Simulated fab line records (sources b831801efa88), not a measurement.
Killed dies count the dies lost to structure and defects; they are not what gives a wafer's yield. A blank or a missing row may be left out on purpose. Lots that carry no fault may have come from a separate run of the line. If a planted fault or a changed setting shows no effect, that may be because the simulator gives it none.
fab line records	flow gf180mcu
record: lots: 13	wafers: 39	last_day: 34
route steps=602 shown POLY_GATE@157 V1@356
lots that met no fault: taken from a fault-free run of the same line
start_h: hours from the record's opening day to when the first of the lot's shown wafers began	wait_h: hours from the lot's prior step to this one	" as in the row above	L1.1+2: a single row standing in for several wafers	- value missing, or start not given	* or withheld: withheld	< > ~ a bound
route shown NAME@n: names a module that has steps shown in the file, with the first one's number in the route	usual: mean/standard deviation of fault-free wafers	same: alike in all rows	chamber/n: place in a boat	sites: readings site by site	_std_site: the values' standard deviation	_edge_site: the outer-site mean with the inner-site mean subtracted	radius_mm: how far each site lies from the wafer's centre	mask NAME#n: copy n	behind: tool/chamber where the wafer was last shaped	hold: the reason the lot was held/the length of the hold in hours/how it ended	device: names the non-switching transistor (n, p or np)	end of line: the route-end tests of the same wafers	a step without rows: its recipe alone	killed: dies that structure and defects cost at the first sort, which is not the same as the wafer's yield	map: a wafer's dies, x killed, . not, _ none there
set.NAME: the setting the step ran with; set.NAME@STEP: the setting that earlier step ran with	model.NAME: the simulator's own value behind a step, which no gauge read
steps of the route over a sample of lots; a table a step, a row a wafer
services: the hour from which a tool's chamber was out of use, counted from the record's first day as start_h (under 0 if before that day), plus the number of hours and why
== steps ==
step: GF_POLY_GATE_CVD_00
recipe: material: poly-Si	target_thk_nm: 200	temp_c: 620	time_s: 1200	pressure_mtorr: 200
usual: spike_tc_bottom_C: 639.7/2.4	spike_tc_centre_C: 621.0/1.8	spike_tc_lower_C: 619.7/1.6	zone_power_centre_pct: 8.8/0.63	zone_power_lower_pct: 9.4/1.2
lot.wafer	tool	chamber	start_h	wait_h	spike_tc_bottom_C	spike_tc_centre_C	spike_tc_lower_C	zone_power_centre_pct	zone_power_lower_pct
L910.3	lpcvd-02	0	184.11	0.0	637.4	619.5	618.8	9.2	8.1
L910.5	"	0	"	"	639.1	620.7	619.0	9.1	8.0
L910.6	"	0	"	"	639.0	621.1	618.6	9.2	8.1
L912.1	lpcvd-02	1	194.30	0.0	631.5	613.1	661.4	6.3	16.9
L912.5	"	1	"	"	630.5	613.8	661.8	6.4	16.7
L912.6	"	1	"	"	630.6	612.6	662.7	6.4	17.0
L914.2	lpcvd-02	1	210.29	0.0	631.0	613.8	661.5	6.2	16.8
L914.3	"	1	"	"	633.0	614.7	660.1	6.3	16.7
L914.4	"	1	"	"	632.0	613.7	663.5	6.3	17.0
L920.1	lpcvd-01	0	258.18	0.7	639.2	622.2	619.6	8.3	9.1
L920.5	"	0	"	"	638.4	623.9	618.4	8.3	9.1
L920.6	"	0	"	"	639.2	622.3	617.3	8.3	9.1
L924.2	lpcvd-02	0	283.10	0.0	639.5	620.8	619.1	9.1	8.0
L924.3	"	0	"	"	638.0	620.7	619.9	9.3	8.2
L924.6	"	0	"	"	639.5	619.7	619.1	9.1	8.1
L925.2	lpcvd-01	0	290.15	0.0	639.7	622.3	619.8	8.1	9.2
L925.3	"	0	"	"	638.5	623.9	617.5	8.4	9.1
L925.4	"	0	"	"	637.7	622.7	619.8	8.4	9.1
L926.4	lpcvd-02	0	295.75	0.0	637.8	619.8	619.1	9.2	8.2
L926.5	"	0	"	"	639.8	620.9	619.7	9.0	8.2
L926.6	"	0	"	"	640.2	618.8	619.7	9.2	8.2
L927.2	lpcvd-02	1	301.20	0.0	639.5	618.1	623.2	9.8	9.3
L927.3	"	1	"	"	639.1	621.3	620.5	9.7	9.4
L927.5	"	1	"	"	638.4	619.2	620.5	9.8	9.1
L928.3	lpcvd-02	0	311.49	0.0	636.2	619.9	619.3	9.2	8.1
L928.4	"	0	"	"	638.9	619.5	618.4	9.1	8.2
L928.5	"	0	"	"	639.8	621.3	620.5	9.0	8.2
L929.3	lpcvd-01	0	317.18	0.0	638.8	623.1	620.1	8.3	9.2
L929.4	"	0	"	"	638.2	621.5	616.5	8.3	9.2
L929.6	"	0	"	"	639.3	623.2	617.7	8.3	9.4
L930.2	lpcvd-01	1	328.16	0.0	642.3	621.8	620.5	8.0	11.8
L930.5	"	1	"	"	644.2	622.0	621.0	8.1	11.9
L930.6	"	1	"	"	643.4	621.6	619.4	8.2	11.9
L931.2	lpcvd-01	1	340.58	0.0	644.1	621.9	620.2	8.2	11.9
L931.3	"	1	"	"	644.8	621.7	618.2	7.9	11.8
L931.5	"	1	"	"	645.7	622.4	620.1	8.1	12.1
L932.1	lpcvd-01	1	340.58	0.0	643.9	622.2	619.7	8.2	12.1
L932.3	"	1	"	"	644.8	621.5	618.4	8.1	11.9
L932.5	"	1	"	"	644.8	622.6	620.1	8.1	11.9
step: GF_POLY_GATE_THK_MEAS_01
recipe: reads: poly-Si_of_POLY_GATE_CVD_00
usual: POLY_GATE_CVD_00_THK: 199.7/1.7
lot.wafer	tool	chamber	start_h	wait_h	POLY_GATE_CVD_00_THK[nm]
L910.3	film_metro-04	-	185.46	0.0	200.2
L910.5	"	-	"	"	199.4
L910.6	"	-	"	"	198.7
L912.1	film_metro-02	-	195.63	0.0	260.9
L912.5	"	-	"	"	215.3
L912.6	"	-	"	"	210.2
L914.2	film_metro-04	-	211.63	0.0	204.3
L914.3	"	-	"	"	202.7
L914.4	"	-	"	"	200.3
L920.1	film_metro-02	-	259.51	0.0	198.1
L920.5	"	-	"	"	199.6
L920.6	"	-	"	"	199.4
L924.2	film_metro-04	-	284.45	0.0	202.5
L924.3	"	-	"	"	202.6
L924.6	"	-	"	"	201.7
L925.2	film_metro-04	-	291.50	0.0	197.5
L925.3	"	-	"	"	197.0
L925.4	"	-	"	"	198.8
L926.4	film_metro-01	-	297.12	0.0	201.0
L926.5	"	-	"	"	199.6
L926.6	"	-	"	"	199.7
L927.2	film_metro-04	-	302.55	0.0	199.9
L927.3	"	-	"	"	201.3
L927.5	"	-	"	"	199.8
L928.3	film_metro-02	-	312.84	0.0	200.9
L928.4	"	-	"	"	200.6
L928.5	"	-	"	"	200.2
L929.3	film_metro-01	-	318.54	0.0	198.3
L929.4	"	-	"	"	198.1
L929.6	"	-	"	"	199.0
L930.2	film_metro-02	-	329.50	0.0	199.6
L930.5	"	-	"	"	199.1
L930.6	"	-	"	"	198.7
L932.1	film_metro-02	-	341.91	0.0	195.5
L932.3	"	-	"	"	197.5
L932.5	"	-	"	"	198.3
L931.2	film_metro-01	-	341.92	0.0	198.4
L931.3	"	-	"	"	198.4
L931.5	"	-	"	"	197.9
step: GF_V1_SPUTTER_21
recipe: material: Ti	target_thk_nm: 15	chamber_pressure_pa: 5	power_w: 2500	substrate_temp_c: 200	time_s: 80.02
usual: throttle_valve_pct: 29.9/0.98
lot.wafer	tool	chamber	start_h	wait_h	throttle_valve_pct
L910.3	pvd_sputter-01	-	414.38	0.0	30.5
L910.5	"	-	"	"	30.7
L910.6	"	-	"	"	29.4
L912.1	pvd_sputter-01	-	429.65	0.0	31.6
L912.5	"	-	"	"	28.6
L912.6	"	-	"	"	31.7
L914.2	pvd_sputter-01	-	451.62	0.0	28.6
L914.3	"	-	"	"	30.6
L914.4	"	-	"	"	29.4
L920.1	pvd_sputter-01	-	513.00	0.0	28.7
L920.5	"	-	"	"	28.8
L920.6	"	-	"	"	31.5
L924.2	pvd_sputter-01	-	542.90	0.0	29.3
L924.3	"	-	"	"	30.6
L924.6	"	-	"	"	29.4
L925.2	pvd_sputter-04	-	551.38	0.0	29.7
L925.3	"	-	"	"	29.9
L925.4	"	-	"	"	30.2
L926.4	pvd_sputter-04	-	557.60	0.0	29.8
L926.5	"	-	"	"	29.6
L926.6	"	-	"	"	30.0
L927.2	pvd_sputter-01	-	560.75	0.0	29.1
L927.3	"	-	"	"	31.6
L927.5	"	-	"	"	30.6
L928.3	pvd_sputter-04	-	577.11	0.0	28.6
L928.4	"	-	"	"	29.8
L928.5	"	-	"	"	28.3
L929.3	pvd_sputter-01	-	582.80	0.0	28.7
L929.4	"	-	"	"	30.6
L929.6	"	-	"	"	28.6
L930.2	pvd_sputter-01	-	596.60	0.0	30.6
L930.5	"	-	"	"	29.5
L930.6	"	-	"	"	28.7
L931.2	pvd_sputter-04	-	606.20	0.0	28.9
L931.3	"	-	"	"	29.9
L931.5	"	-	"	"	29.3
L932.1	pvd_sputter-01	-	607.98	0.0	31.5
L932.3	"	-	"	"	28.4
L932.5	"	-	"	"	28.7
step: GF_V1_SPUTTER_22
recipe: material: TiN	target_thk_nm: 10	chamber_pressure_pa: 5	power_w: 4000	time_s: 40
usual: throttle_valve_pct: 29.9/0.98
lot.wafer	tool	chamber	start_h	wait_h	throttle_valve_pct
L910.3	pvd_sputter-01	-	414.44	0.0	30.3
L910.5	"	-	"	"	30.4
L910.6	"	-	"	"	29.4
L912.1	pvd_sputter-01	-	429.72	0.0	31.8
L912.5	"	-	"	"	28.6
L912.6	"	-	"	"	31.7
L914.2	pvd_sputter-01	-	451.68	0.0	28.8
L914.3	"	-	"	"	30.6
L914.4	"	-	"	"	29.2
L920.1	pvd_sputter-01	-	513.06	0.0	28.5
L920.5	"	-	"	"	28.8
L920.6	"	-	"	"	31.6
L924.2	pvd_sputter-01	-	542.96	0.0	29.5
L924.3	"	-	"	"	30.5
L924.6	"	-	"	"	29.4
L925.2	pvd_sputter-04	-	551.44	0.0	29.5
L925.3	"	-	"	"	30.2
L925.4	"	-	"	"	29.9
L926.4	pvd_sputter-04	-	557.66	0.0	29.4
L926.5	"	-	"	"	29.9
L926.6	"	-	"	"	29.9
L927.2	pvd_sputter-01	-	560.81	0.0	29.4
L927.3	"	-	"	"	31.8
L927.5	"	-	"	"	30.5
L928.3	pvd_sputter-04	-	577.18	0.0	28.6
L928.4	"	-	"	"	29.8
L928.5	"	-	"	"	28.4
L929.3	pvd_sputter-01	-	582.87	0.0	28.8
L929.4	"	-	"	"	30.7
L929.6	"	-	"	"	28.8
L930.2	pvd_sputter-01	-	596.66	0.0	30.6
L930.5	"	-	"	"	29.3
L930.6	"	-	"	"	28.6
L931.2	pvd_sputter-04	-	606.32	0.1	28.7
L931.3	"	-	"	"	30.0
L931.5	"	-	"	"	29.6
L932.1	pvd_sputter-01	-	608.04	0.0	31.4
L932.3	"	-	"	"	29.0
L932.5	"	-	"	"	28.6
step: GF_V1_RS_MEAS_24
recipe: thk_meas_gauge: four-point-probe	reads: W_of_V1_CVD_23+TiN_of_V1_SPUTTER_22+Ti_of_V1_SPUTTER_21
usual: V1_W_RS: 0.326/0.0036
lot.wafer	tool	chamber	start_h	wait_h	V1_W_RS[ohm/sq]
L910.3	film_metro-02	-	414.63	0.1	0.323
L910.5	"	-	"	"	0.324
L910.6	"	-	"	"	0.326
L912.1	film_metro-02	-	429.87	0.1	0.324
L912.5	"	-	"	"	0.321
L912.6	"	-	"	"	0.321
L914.2	film_metro-02	-	451.85	0.1	0.325
L914.3	"	-	"	"	0.322
L914.4	"	-	"	"	0.324
L920.1	film_metro-02	-	513.22	0.1	0.331
L920.5	"	-	"	"	0.327
L920.6	"	-	"	"	0.328
L924.2	film_metro-02	-	543.13	0.1	0.326
L924.3	"	-	"	"	0.328
L924.6	"	-	"	"	0.329
L925.2	film_metro-04	-	551.61	0.1	0.324
L925.3	"	-	"	"	0.321
L925.4	"	-	"	"	0.323
L926.4	film_metro-03	-	557.87	0.1	0.328
L926.5	"	-	"	"	0.325
L926.6	"	-	"	"	0.334
L927.2	film_metro-02	-	560.99	0.1	0.328
L927.3	"	-	"	"	0.331
L927.5	"	-	"	"	0.326
L928.3	film_metro-04	-	577.48	0.2	0.327
L928.4	"	-	"	"	0.330
L928.5	"	-	"	"	0.331
L929.3	film_metro-03	-	583.06	0.1	0.329
L929.4	"	-	"	"	0.328
L929.6	"	-	"	"	0.329
L930.2	film_metro-04	-	596.83	0.1	0.329
L930.5	"	-	"	"	0.338
L930.6	"	-	"	"	0.330
L931.2	film_metro-04	-	606.53	0.1	0.326
L931.3	"	-	"	"	0.325
L931.5	"	-	"	"	0.327
L932.1	film_metro-03	-	608.19	0.1	0.323
L932.3	"	-	"	"	0.325
L932.5	"	-	"	"	0.326
== services ==
tool	chamber	start_h	hours	kind
lpcvd-02	-	164.21	1.0	repair
pvd_sputter-01	3	167.60	-	consumable_replace:kit
pvd_sputter-01	3	167.60	18.0	scheduled_down
pvd_sputter-01	3	167.60	18.0	vent_cycle
lpcvd-01	-	169.68	1.1	repair
pvd_sputter-04	-	351.46	6.1	repair
lpcvd-01	-	383.10	4.3	pm
pvd_sputter-04	1	429.93	-	consumable_replace:kit
pvd_sputter-04	1	429.93	18.0	scheduled_down
pvd_sputter-04	1	429.93	18.0	vent_cycle
lpcvd-01	-	440.72	0.9	repair
pvd_sputter-04	-	443.48	4.8	repair
lpcvd-01	-	480.65	0.8	repair
pvd_sputter-01	-	491.32	5.1	repair
pvd_sputter-01	-	536.07	4.4	repair
pvd_sputter-01	2	601.08	-	consumable_replace:kit
pvd_sputter-01	2	601.08	18.0	scheduled_down
pvd_sputter-01	2	601.08	18.0	vent_cycle
== key ==
first_sign: step: GF_POLY_GATE_CVD_00	reading: spike_tc_lower_C	direction: up	sigmas: 26	usual: 619.7	struck: 661.8
effect: step: GF_POLY_GATE_CVD_00	reading: zone_power_lower_pct	direction: up	sigmas: 6	usual: 9.4	struck: 16.9
effect: step: GF_POLY_GATE_THK_MEAS_01	reading: POLY_GATE_CVD_00_THK	direction: up	sigmas: 9.2	usual: 199.7	struck: 215.6	wafers_moved: 4
met_at GF_POLY_GATE_CVD_00
struck_lots L912,L914
struck_wafers L912.1,L912.5,L912.6,L914.2,L914.3,L914.4
tester_left_out L912,L914
not_acting_at GF_V1_SPUTTER_21,GF_V1_SPUTTER_22,GF_V1_RS_MEAS_24
fault: kind: process_parameter_drift	tool: lpcvd-02	chamber: 1	onset_h: 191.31	steps: GF_POLY_GATE_CVD_00	channel: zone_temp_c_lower	offset: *	shape: step	end_h: 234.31
tester_left_out: of these lots the tester's yield and bins aren't shown, on N5 and GAA mostly nor the transistor test; their killed dies are dies lost to structure and defects alone, not to doping, threshold or leakage, so they don't give the yield
